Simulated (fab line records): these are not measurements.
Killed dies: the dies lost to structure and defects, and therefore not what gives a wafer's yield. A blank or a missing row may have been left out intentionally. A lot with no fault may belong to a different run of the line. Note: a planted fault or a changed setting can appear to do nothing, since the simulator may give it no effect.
Which of the tools did it? -- flow sky130 -- Sampling: 14 lots, 42 wafers, 5 of 708 route steps

## WHAT THE GAUGES READ, wafer by wafer
SKY_FIELD_ISO_THK_MEAS_04. Usual: FIELD_ISO_CVD_03_THK typically reads 164.9 nm, with standard deviation 1.8.
lot,measured,on,FIELD_ISO_CVD_03_THK (nm),flag
L244,day 1 17:14,film_metro-01,165.2 165.3 166.4,
L247,day 2 09:48,film_metro-02,166.3 165.4 165.8,
L249,day 2 15:13,film_metro-01,165.7 165.7 163.5,
L253,day 3 11:34,film_metro-03,163.0 163.3 162.9,
L254,day 3 18:24,film_metro-03,164.4 164.7 164.0,
L255,day 4 00:41,film_metro-02,165.6 164.7 164.7,
L256,day 4 03:22,film_metro-01,160.2 160.7 161.3,
L257,day 4 09:13,film_metro-03,166.1 165.7 166.0,
L258,day 4 14:03,film_metro-03,163.3 162.2 162.6,
L259,day 4 17:03,film_metro-02,164.4 165.1 163.7,
L260,day 4 23:08,film_metro-02,167.7 166.9 167.2,
L264,day 5 18:22,film_metro-01,165.8 166.7 165.5,
L265,day 5 23:19,film_metro-02,166.9 167.8 165.9,
L267,day 6 09:18,film_metro-02,164.4 164.6 167.2,

SKY_NWELL_RS_MEAS_29: uses a four-point probe to measure. Usual: NWELL_RS typically reads 624.1 ohm/sq, with standard deviation 1.3.
lot,measured,on,NWELL_RS (ohm/sq),flag
L244,day 5 08:13,film_metro-03,625.4 624.2 625.9,
L247,day 6 06:46,film_metro-04,623.6 624.4 622.9,
L249,day 6 17:08,film_metro-03,621.8 623.4 622.4,
L253,day 7 12:55,film_metro-04,625.0 625.6 624.9,
L254,day 8 01:04,film_metro-03,625.3 625.2 623.9,
L255,day 8 06:44,film_metro-02,624.5 625.6 626.3,
L256,day 8 11:32,film_metro-02,624.1 624.9 625.3,
L257,day 8 16:14,film_metro-03,625.3 624.4 625.4,
L258,day 8 19:46,film_metro-04,624.3 624.0 623.2,
L259,day 9 01:36,film_metro-03,622.7 623.4 625.8,
L260,day 9 09:33,film_metro-03,624.2 623.2 622.4,
L264,day 10 08:28,film_metro-03,649.3 648.7 649.1,OFF
L265,day 10 12:16,film_metro-04,650.1 649.7 650.7,OFF
L267,day 11 01:04,film_metro-04,623.8 623.0 624.1,

SKY_VT_ADJUST_LVTN_OVL_MEAS_18. Usual: VT_ADJUST_LVTN_01_OVL typically reads -0.3 nm, with standard deviation 1.3.
lot,measured,on,VT_ADJUST_LVTN_01_OVL (nm),flag
L244,day 7 16:44,overlay-01,-1.4 -2.1 -2.7,
L247,day 8 18:52,overlay-01,1.0 -0.3 -1.4,
L249,day 9 05:53,overlay-01,-2.3 -2.4 -1.4,
L253,day 10 04:36,overlay-02,-0.4 0.0 0.4,
L254,day 10 17:05,overlay-01,0.1 -1.7 -0.1,
L255,day 10 22:47,overlay-02,-1.5 -3.3 0.0,
L256,day 11 04:08,overlay-02,1.5 0.6 -0.2,
L257,day 11 09:20,overlay-02,-1.4 -0.6 -0.4,
L258,day 11 14:28,overlay-01,-0.8 -0.5 0.3,
L259,day 11 20:41,overlay-02,1.3 1.3 -2.0,
L260,day 12 04:20,overlay-02,2.1 2.7 2.7,
L267,day 13 21:37,overlay-02,-0.4 -1.4 -1.0,

SKY_VT_ADJUST_HVTR_TW_MEAS_11. Usual: VT_ADJUST_HVTR_TW typically reads 211.9, with standard deviation 1.
lot,measured,on,VT_ADJUST_HVTR_TW,flag
L244,day 9 11:23,film_metro-04,212.5 211.9 211.7,
L247,day 10 15:26,film_metro-02,212.8 213.2 212.6,
L249,day 11 02:28,film_metro-04,213.1 213.0 212.9,
L253,day 12 01:33,film_metro-03,212.5 212.9 211.4,
L254,day 12 15:18,film_metro-03,211.3 212.2 211.4,
L255,day 12 21:17,film_metro-03,211.4 211.9 212.2,
L256,day 13 02:30,film_metro-02,210.5 210.2 210.7,
L257,day 13 07:39,film_metro-02,210.4 210.8 210.3,
L258,day 13 12:14,film_metro-03,212.0 211.9 211.9,
L259,day 13 19:51,film_metro-02,210.0 210.6 212.0,
L260,day 14 05:18,film_metro-04,213.1 212.5 212.8,
L267,day 16 03:44,film_metro-03,211.2 211.1 210.9,

## WHAT TOOL EACH LOT RAN ON (gives the tool, then ch and the chambers of the sampled wafers, and finally the start)
lot,SKY_NWELL_IMPLANT_13
L244,"implanter-01 ch 0, day 4 14:16"
L247,"implanter-04 ch 0, day 5 12:07"
L249,"implanter-02 ch 0, day 5 21:32"
L253,"implanter-02 ch 0, day 6 17:04"
L254,"implanter-04 ch 0, day 7 01:46"
L255,"implanter-02 ch 0, day 7 10:21"
L256,"implanter-02 ch 0, day 7 14:27"
L257,"implanter-04 ch 0, day 7 19:02"
L258,"implanter-02 ch 0, day 7 22:16"
L259,"implanter-01 ch 0, day 8 04:23"
L260,"implanter-01 ch 0, day 8 11:35"
L264,"implanter-01, day 9 10:46"
L265,"implanter-01, day 9 14:16"
L267,"implanter-01 ch 0, day 10 02:55"
- SKY_NWELL_IMPLANT_13

## AS READ BY THE TOOLS THEMSELVES (means over the sampled wafers that have a number; for cases with no such wafer, the mark the record gives instead)
SKY_NWELL_IMPLANT_13. Usual: beam_energy_keV 50.002, standard deviation 0.012; beam_on_s 10.01 s, standard deviation 0.19; end_station_pressure_torr 5.01e-06 Torr, standard deviation 3e-07.
lot,tool,beam_energy_keV,beam_on_s (s),end_station_pressure_torr (Torr),flag
L244,implanter-01,49.993,10.19,5.14e-06,
L247,implanter-04,50.007,10.07,4.98e-06,
L249,implanter-02,49.994,9.95,5.00e-06,
L253,implanter-02,49.997,10.10,4.57e-06,
L254,implanter-04,50.015,10.02,4.89e-06,
L255,implanter-02,50.004,9.82,4.95e-06,
L256,implanter-02,50.007,10.13,5.12e-06,
L257,implanter-04,50.002,10.08,4.97e-06,
L258,implanter-02,49.993,9.90,5.09e-06,
L259,implanter-01,49.994,9.82,5.34e-06,
L260,implanter-01,49.996,10.05,4.94e-06,
L264,implanter-01,-,-,-,OFF
L265,implanter-01,-,-,-,OFF
L267,implanter-01,49.999,10.04,4.90e-06,

## THE ANSWER, worked out from the rows above alone
Rule: lot off if the mean of its wafers having a number is beyond 3 standard deviations from the usual mean. Also off: a lot with no number at a reading for which 4 or more lots have one. Where the step has rows for the other lots, those lots are counted as sound. After the gauges, taken in route order, come the tools' own readings; for these a lot's mean is taken, as printed above. The first step at which some lot is off is used, and at that step the reading that is off furthest; a lot without a number counts as furthest.
Off: L264, L265, at SKY_NWELL_RS_MEAS_29 (NWELL_RS).
If a tool, at a process step before that reading, ran all the lots that are off and no sound lot after the first of them, it fits. Not tried: the gauges at SKY_NWELL_RS_MEAS_29; whatever is off there is also off at SKY_NWELL_IMPLANT_13, on other tools, and gauge error can't account for it. Of those tried, none fits.

## WHAT WAS PUT IN BY THE SIMULATOR
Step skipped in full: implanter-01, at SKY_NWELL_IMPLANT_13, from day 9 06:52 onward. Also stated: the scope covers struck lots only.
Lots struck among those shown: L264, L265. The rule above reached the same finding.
